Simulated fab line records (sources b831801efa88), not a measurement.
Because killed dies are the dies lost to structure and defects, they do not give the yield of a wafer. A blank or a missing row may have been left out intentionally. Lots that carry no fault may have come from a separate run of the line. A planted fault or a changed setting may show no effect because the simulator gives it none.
A lot that was struck, set against a sound lot -- flow sky130 -- 15 out of 708 route steps
Sound: the wafers L340.1, L340.3, L340.6. Struck: wafer L329.4 (left out: L329.1, L329.3 of the same lot, which were not struck); the cause appears at the end.
At each step with rows: each side's tool, then ch and its chambers, then its first start. Under that, the readings that differ: sound wafers -- struck wafers -- difference of the means -- sigmas: that difference in standard deviations of wafers without a fault.
alike: same words and numbers on both sides, and readings whose means sit less than 2 such deviations apart. not compared: any withheld reading, any reading some wafer has no value for, any bound like >300 that may hide the same value, and any number with overlapping values for which the record gives no deviation.
The two part at a step that has a row with sigmas, a row that says differs or no value, or rows on one side only. When numbers do not overlap yet have no deviation, they are printed without sigmas and do not part them. A reading missing from all wafers of one side parts the sides only when that side holds two or more wafers.

SKY_VIA2_CMP_02: polishes SiO2.
  sound on cmp-02 ch 0,1,3, day 39 16:01; struck on cmp-01 ch 0, day 36 03:35
reading,sound,struck,difference,sigmas
motor current A (A),14.7 12.0 12.4,9.3,-3.7,-2
  alike: head pressure psi
SKY_VIA2_BOW_MEAS_03:
  sound on film metro-03, day 39 16:13; struck on film metro-03, day 36 03:53
  alike: VIA2_BOW
then, 8 steps without rows for these wafers: SKY_VIA2_DEHYDRATE_04 (time 60 s); SKY_VIA2_HMDS_05 (prime time 60 s); SKY_VIA2_COAT_06 (resist thk 60 nm); SKY_VIA2_COAT_07 (resist thk 450 nm); SKY_VIA2_SOFTBAKE_08 (time 90 s); SKY_VIA2_EXPOSE_09 (exposes mask VIM2, target cd 200 nm); SKY_VIA2_PEB_10; SKY_VIA2_DEVELOP_11 (develop time 60 s).
SKY_VIA2_CD_MEAS_12: target cd 200 nm.
  sound on cd sem-02, day 40 16:55; struck on cd sem-01, day 37 04:16
reading,sound,struck,difference,sigmas
cd nm (nm),200.9 199.8 201.0,197.2,-3.4,-2
SKY_VIA2_OVL_MEAS_13:
  sound on overlay-01, day 40 17:02; struck on overlay-02, day 37 04:23
  alike: VIA2_OVL
SKY_VIA2_ETCH_14: etches BARC in N2/H2, stops on SiO2, time 45.9 s, target depth 60 nm.
  sound on rie diel-04 ch 2,3, day 40 17:04; struck on rie diel-01 ch 1, day 37 04:25
reading,sound,struck,difference,sigmas
drypump motor current A (A),5.2 6.3 5.2,6.4,+0.8,+2
oes product au (a.u.),0.858 0.856 0.851,0.876,+0.021,+4
run length s (s),74.6 74.7 74.5,72.5,-2.1,-5
  alike: throttle valve pct
  not compared: bias w, rf hours counter h
SKY_VIA2_ETCH_15: etches SiO2 in C4F8/O2/Ar, stops on TiN, target depth 546 nm, time 84 s.
  sound on rie diel-04 ch 2,3, day 40 17:07; struck on rie diel-01 ch 1, day 37 04:28
  alike: bias w, oes product au, run length s
  not compared: rf hours counter h
-- the record jumps here: 9 days lie between the struck wafers' starts before and after (it left off in module VIA2 and takes up again in module PAD_OPEN, whose first step shown is number 708 of the route) --
SKY_PAD_OPEN_PROBE_99:
  sound on prober-02, day 49 05:34; struck on prober-01, day 46 12:22
reading,sound,struck,difference,sigmas
killed at contacts,20,31,+11,+2
  alike: defect limited yield, killed_at_M0_to_M3, killed_at_M4_up, killed at front end, killed at other, killed dies, killed open, killed short, sort_bin_3_pad_short, sort_bin_5_function, sort_bin_6_memory, sort n pass, sort yield pct

## WHERE THEY PART
Earliest at SKY_VIA2_CMP_02; latest, in this record, at SKY_PAD_OPEN_PROBE_99.

WHY: whatever the simulator had introduced
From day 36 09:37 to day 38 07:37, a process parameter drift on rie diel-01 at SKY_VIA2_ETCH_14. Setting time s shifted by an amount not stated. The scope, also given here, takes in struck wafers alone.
